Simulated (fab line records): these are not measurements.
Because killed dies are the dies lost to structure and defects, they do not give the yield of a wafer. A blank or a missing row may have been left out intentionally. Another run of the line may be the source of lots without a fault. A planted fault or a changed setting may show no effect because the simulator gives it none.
2 desks looking at one fault	flow gf180mcu	only its own numbers are on each desk; what lay behind them is given at the end

## DESK OF THE TOOL OWNER: plasma asher-02
The tool's own readings at GF_VT_IMPLANT_STRIP_31 (strips in O2/N2): means of the sampled wafers that have a number, for each lot that ran on this tool. The brackets show how far a lot's mean lies from the usual mean; more than 4 standard deviations puts the lot out of limits, marked OUT.
Columns: A = drypump motor current A at GF_VT_IMPLANT_STRIP_31, usual 5.8 A; B = heater power w at GF_VT_IMPLANT_STRIP_31, usual 300 W; C = oes product au at GF_VT_IMPLANT_STRIP_31, usual 0.714 a.u.; D = platen temp c at GF_VT_IMPLANT_STRIP_31, usual 249.99 C; E = strip time to endpoint s at GF_VT_IMPLANT_STRIP_31, usual 12.68 s
lot	first seen here	A	B	C	D	E
L322	day 9 14:06	6.0	280	0.710	250.14	12.75
L329	day 11 14:52	5.4	292	0.714	250.09	12.69
L331	day 12 01:11	5.4	291	0.713	250.03	12.69
Finding of this desk: none of the 3 lots has anything out of limits.

## METROLOGY DESK
What the gauges read for every lot (on any tool): the sampled wafers with a number, averaged. The brackets show how far a lot's mean lies from the usual mean; more than 4 standard deviations puts the lot out of limits, marked OUT.
Columns: A = M4_OVL at GF_M4_OVL_MEAS_15, usual -1 nm
lot	first seen here	A
L312	day 23 11:30	1
L313	day 24 00:59	-1
L314	day 24 03:20	3
L316	day 24 18:55	-4
L317	day 25 06:41	-6
L318	day 25 14:32	-0
L319	day 25 19:50	-7
L322	day 26 21:20	-3
L328	day 28 18:51	-4
L329	day 29 05:13	5
L331	day 29 12:51	-8
L334	day 30 07:28	-1
L335	day 30 14:29	-3
Finding of this desk: none of the 13 lots has anything out of limits.

## TAKEN TOGETHER
Nothing out of limits was seen by the tool owner's desk.
The metrology desk saw nothing out of limits.

## WHAT WAS PUT IN BY THE SIMULATOR
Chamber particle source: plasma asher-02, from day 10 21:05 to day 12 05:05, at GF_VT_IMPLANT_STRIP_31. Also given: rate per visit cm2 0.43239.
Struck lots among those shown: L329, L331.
